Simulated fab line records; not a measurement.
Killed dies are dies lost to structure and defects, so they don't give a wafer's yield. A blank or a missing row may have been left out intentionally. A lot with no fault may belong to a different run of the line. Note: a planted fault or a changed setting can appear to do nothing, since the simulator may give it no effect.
Which tool was responsible? -- flow gf180mcu -- 6 lots, 18 wafers sampled, at 2 steps of a route of 602

## WHAT THE GAUGES SHOWED, per wafer
GF_V5_THK_MEAS_25: measures by xrf.
lot,measured,on,V5_W_THK (nm)
L541,day 27 14:35,film-metro-04,350 350 346
L543,day 28 01:14,film-metro-03,350 354 352
L545,day 29 09:24,film-metro-04,355 361 354
L556,day 31 23:03,film-metro-04,357 352 347
L560,day 33 06:34,film-metro-02,357 357 359
L561,day 33 13:26,film-metro-04,358 359 355

## TOOL THAT RAN EACH LOT (tool first, then ch and the chambers of the sampled wafers, then the start)
lot,GF_M4_STRIP_18
L541,"wet-bench-02 ch 0, day 23 21:11"
L543,"wet-bench-04 ch 2, day 24 08:52"
L545,"wet-bench-02 ch 2, day 25 19:44"
L556,"wet-bench-01 ch 1, day 28 16:55"
L560,"wet-bench-04 ch 2, day 30 05:29"
L561,"wet-bench-02 ch 2, day 30 11:13"
- GF_M4_STRIP_18: strips in post etch residue remover, time 1200 s.

## THE ANSWER, worked out from the rows above alone
Rule: the lots themselves supply what counts as usual. Put in order of their means at a reading, lots are off if they are a third of the lots or fewer, leave a main group of 4 or more, and stand apart from it by a gap of 3 or more times the standard deviation of the main group's means; of several such gaps the widest counts. A main group is skipped when, at the precision printed for the reading in the tables above, its means are all equal. Also off: a lot with no number at a reading for which 4 or more lots have one. All remaining lots with rows at the step are treated as sound.
Across all readings shown, no lot is off: no conclusion can be drawn from this.

## WHAT THE SIMULATOR HAD INSERTED
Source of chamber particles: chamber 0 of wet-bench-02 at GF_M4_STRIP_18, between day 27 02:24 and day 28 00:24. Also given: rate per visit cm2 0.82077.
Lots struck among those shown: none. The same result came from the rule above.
